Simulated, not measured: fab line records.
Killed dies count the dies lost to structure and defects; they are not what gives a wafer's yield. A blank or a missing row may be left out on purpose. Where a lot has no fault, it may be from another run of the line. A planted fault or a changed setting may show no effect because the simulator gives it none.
The tool behind it: which one? / flow sky130 / Sampling: 6 lots, 18 wafers, 2 of 708 route steps

WHAT EACH GAUGE READ, for each wafer
SKY_VT_ADJUST_HVTP_OVL_MEAS_08.
lot=L682; measured=day 6 10:50; on=overlay-02; VT_ADJUST_HVTP_OVL (nm)=1.6 1.2 1.6
lot=L684; measured=day 6 22:48; on=overlay-02; VT_ADJUST_HVTP_OVL (nm)=-0.4 -0.8 -0.8
lot=L690; measured=day 8 14:27; on=overlay-01; VT_ADJUST_HVTP_OVL (nm)=0.1 -0.8 -0.2
lot=L695; measured=day 9 17:29; on=overlay-01; VT_ADJUST_HVTP_OVL (nm)=1.4 0.2 0.3
lot=L699; measured=day 11 00:25; on=overlay-01; VT_ADJUST_HVTP_OVL (nm)=-1.2 1.2 -0.5
lot=L701; measured=day 11 08:29; on=overlay-01; VT_ADJUST_HVTP_OVL (nm)=0.1 1.9 1.8

EACH LOT AND THE TOOL THAT RAN IT (in order: tool; ch and the chambers of the sampled wafers; start)
lot=L682; SKY_FIELD_ISO_STRIP_16=plasma_asher-01 ch 0,1, day 2 13:30
lot=L684; SKY_FIELD_ISO_STRIP_16=plasma_asher-02 ch 0,1, day 2 22:48
lot=L690; SKY_FIELD_ISO_STRIP_16=plasma_asher-02 ch 0,1, day 4 06:08
lot=L695; SKY_FIELD_ISO_STRIP_16=plasma_asher-01 ch 0,1, day 5 05:32
lot=L699; SKY_FIELD_ISO_STRIP_16=plasma_asher-04 ch 0,1, day 6 06:39
lot=L701; SKY_FIELD_ISO_STRIP_16=plasma_asher-01 ch 0,1, day 6 15:11
- SKY_FIELD_ISO_STRIP_16: strips in O2/N2.

THE ANSWER, worked out from the rows above alone
Rule: the usual values come from the lots themselves. Put in order of their means at a reading, lots are off if they are a third of the lots or fewer, leave a main group of 4 or more, and stand apart from it by a gap of 3 or more times the standard deviation of the main group's means; of several such gaps the widest counts. The tables above print the reading to a certain number of digits; a main group whose means all agree to those digits is not used. A lot without any number at a reading at which 4 lots or more have one is off too. Any other lot the step has rows for is counted as sound.
No lot is off at any reading shown: from this, nothing can be told.

WHAT WAS PUT IN BY THE SIMULATOR
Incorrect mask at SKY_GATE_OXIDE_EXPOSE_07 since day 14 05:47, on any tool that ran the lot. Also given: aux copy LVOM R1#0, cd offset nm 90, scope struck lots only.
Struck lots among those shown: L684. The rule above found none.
